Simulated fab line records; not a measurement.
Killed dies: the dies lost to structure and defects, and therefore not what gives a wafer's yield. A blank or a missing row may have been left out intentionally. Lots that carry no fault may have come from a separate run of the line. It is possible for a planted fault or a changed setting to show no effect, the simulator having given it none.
A struck lot beside a sound one    flow sky130    25 out of 708 route steps
Sound: the wafers L263.3, L263.4, L263.6. Struck: wafers L270.1, L270.4, L270.6. Last of all comes the cause.
Each step with rows lists, per side, the tool, then ch with its chambers, then its first start. Under that, the readings that differ: sound wafers    struck wafers    difference of the means    sigmas: that difference in standard deviations of wafers without a fault.
alike: same words and numbers on both sides, and readings whose means sit less than 2 such deviations apart. not compared: any withheld reading, any reading some wafer has no value for, any bound like >300 that may hide the same value, and any number with overlapping values for which the record gives no deviation.
A row with sigmas, a row that says differs or no value, or rows on one side alone: a step with any of these is where the two part. Numbers that don't overlap but have no deviation are shown without sigmas and don't part them. A reading that every wafer of one side lacks parts them only if that side has two wafers or more.

SKY_POLY_CUT_ETCH_11: etches Si3N4 in CF4/CH2F2/Ar, stops on poly-Si, time 42.5 s, target depth 60 nm.
  sound on rie-diel-01 ch 0,2, day 24 21:35; struck on rie-diel-03 ch 0,1, day 27 20:55
  alike: drypump-motor-current-A, mfc-ar-sccm, oes-product-au, throttle-valve-pct
  not compared: rf-hours-counter-h
SKY_POLY_CUT_STRIP_12: strips in O2/N2.
  sound on plasma-asher-03 ch 0,1, day 24 21:40; struck on plasma-asher-04 ch 0,1, day 27 20:58
  alike: drypump-motor-current-A, oes-product-au, strip-time-to-endpoint-s
  not compared: rf-hours-counter-h
then, 7 steps without rows for these wafers: SKY_SD_P_DEHYDRATE_00 (time 60 s); SKY_SD_P_HMDS_01 (prime time 60 s); SKY_SD_P_COAT_02 (resist thk 1140 nm); SKY_SD_P_SOFTBAKE_03 (time 60 s); SKY_SD_P_EXPOSE_04 (exposes mask PSDM, target cd 380 nm); SKY_SD_P_PEB_05; SKY_SD_P_DEVELOP_06 (develop time 60 s).
SKY_SD_P_CD_MEAS_07: the cd target is 380 nm.
  sound on cd-sem-02 at day 26 02:19; struck on cd-sem-01 at day 29 01:22
  alike: cd-nm
SKY_SD_P_OVL_MEAS_08:
  sound on overlay-01 at day 26 02:24; struck on overlay-01 at day 29 01:29
  alike: SD_P_OVL
next, for these wafers, 1 step has no rows: SKY_SD_P_IMPLANT_09.
SKY_SD_P_STRIP_10: strips in O2/N2.
  sound on plasma-asher-02 ch 0,1, day 26 02:37; struck on plasma-asher-03 ch 0,1, day 29 01:40
reading                                    sound              struck             difference                     sigmas
oes-product-au (a.u.)                      0.610 0.616 0.614  0.749 0.742 0.750  +0.134                         +28
strip-time-to-endpoint-s (s)               17.48 17.46 17.50  - - -              no value on the struck wafers  
model.NOVOLAK_of_SD_P_COAT_02.thk-nm (nm)  0 0 0              297.1 297.5 298.5  +297.7                         
  alike: drypump-motor-current-A
  not compared: rf-hours-counter-h
SKY_SD_P_TW_MEAS_11:
  sound on film-metro-04 at day 26 02:42; struck on film-metro-03 at day 29 01:46
  alike: SD_P_TW
then, 8 steps without rows for these wafers: SKY_RES_XHIGH_DEHYDRATE_00 (time 60 s); SKY_RES_XHIGH_HMDS_01 (prime time 60 s); SKY_RES_XHIGH_COAT_02 (resist thk 1140 nm); SKY_RES_XHIGH_SOFTBAKE_03 (time 60 s); SKY_RES_XHIGH_EXPOSE_04 (exposes mask URPM, target cd 1270 nm); SKY_RES_XHIGH_PEB_05; SKY_RES_XHIGH_DEVELOP_06 (develop time 60 s); SKY_RES_XHIGH_IMPLANT_07.
SKY_RES_XHIGH_STRIP_08: strips in O2/N2.
  sound on plasma-asher-01 ch 0,1, day 27 07:03; struck on plasma-asher-04 ch 0,1, day 30 06:20
reading                       sound              struck             difference  sigmas
oes-product-au (a.u.)         0.704 0.708 0.711  0.714 0.724 0.714  +0.010      +2
strip-time-to-endpoint-s (s)  14.36 14.37 14.35  18.80 18.80 18.83  +4.45       +99 or more
  alike: drypump-motor-current-A
  not compared: rf-hours-counter-h
SKY_RES_XHIGH_TW_MEAS_09:
  sound on film-metro-04 at day 27 07:08; struck on film-metro-04 at day 30 06:26
reading       sound           struck    difference  sigmas
RES_XHIGH_TW  1644 1649 1644  30 30 30  -1616       -99 or more
then, 1 step without rows for these wafers: SKY_SD_N_DEHYDRATE_00 (time 60 s).

WHERE THEY PART
At SKY_SD_P_STRIP_10 first; at SKY_RES_XHIGH_TW_MEAS_09 last (within this record only).

WHY: the cause the simulator had injected
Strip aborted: plasma-asher-03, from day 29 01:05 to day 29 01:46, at SKY_SD_P_STRIP_10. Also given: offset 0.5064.
